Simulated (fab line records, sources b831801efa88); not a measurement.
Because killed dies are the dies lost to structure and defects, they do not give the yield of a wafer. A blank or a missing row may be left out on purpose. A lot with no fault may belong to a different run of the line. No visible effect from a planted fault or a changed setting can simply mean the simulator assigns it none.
Matching of chambers | flow sky130 | cmp-01 running SKY_CONTACT_CMP_27: 4 sister chambers
The step polishes, stops on SiO2, t overpolish 15 s, target thk 0 nm. 8 wafers are shown with their chamber, then 7 later ones without.

EACH WAFER AND ITS CHAMBER
wafer  | chamber | motor_current_A (A) | platen_rpm (rpm)
L488.6 | 0       | 11.8                | 60.00
L489.6 | 2       | 12.5                | 60.02
L490.4 | 3       | 9.6                 | 60.01
L490.6 | 1       | 10.4                | 59.98
L492.1 | 1       | 9.9                 | 59.95
L492.3 | 0       | 11.5                | 60.06
L492.6 | 2       | 11.4                | 60.02
L491.2 | 3       | 10.1                | 60.04

WAFERS WHOSE CHAMBER IS MISSING
wafer  | motor_current_A (A) | platen_rpm (rpm)
L491.3 | 12.0                | 59.96
L491.5 | 11.3                | 60.03
L496.1 | 9.3                 | 59.94
L496.5 | 10.3                | 59.98
L504.1 | 9.5                 | 60.04
L504.3 | 11.2                | 60.09
L504.4 | 11.6                | 60.02

THE CHAMBER EACH PASSED THROUGH
wafer  | from the rows above          | in truth
L491.3 | can't be placed: 2 or 0 or 1 | 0
L491.5 | can't be placed: 0 or 2      | 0
L496.1 | can't be placed: 1 or 3      | 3
L496.5 | can't be placed: 1 or 3      | 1
L504.1 | 3                            | 3
L504.3 | can't be placed: 0 or 2 or 3 | 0
L504.4 | can't be placed: 0 or 2      | 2
Placed correctly: 1 of 7. From these rows, 6 cannot be placed; in 6 the true chamber is one of the candidates. Number placed wrongly: 0.
How it was worked out, from the rows above alone: a wafer's distance from a chamber is the root of the sum, over the readings, of the square of ((its reading less the chamber's mean) divided by the reading's scatter). If the next closest chamber is less than 2 further off than the closest, the wafer can't be placed; otherwise it belongs to the closest. The mean given for a chamber averages the wafers shown for that chamber. The scatter: take each reading less its chamber's mean, square it, sum over the shown wafers, divide by the number of wafers less the number of chambers, and take the root.
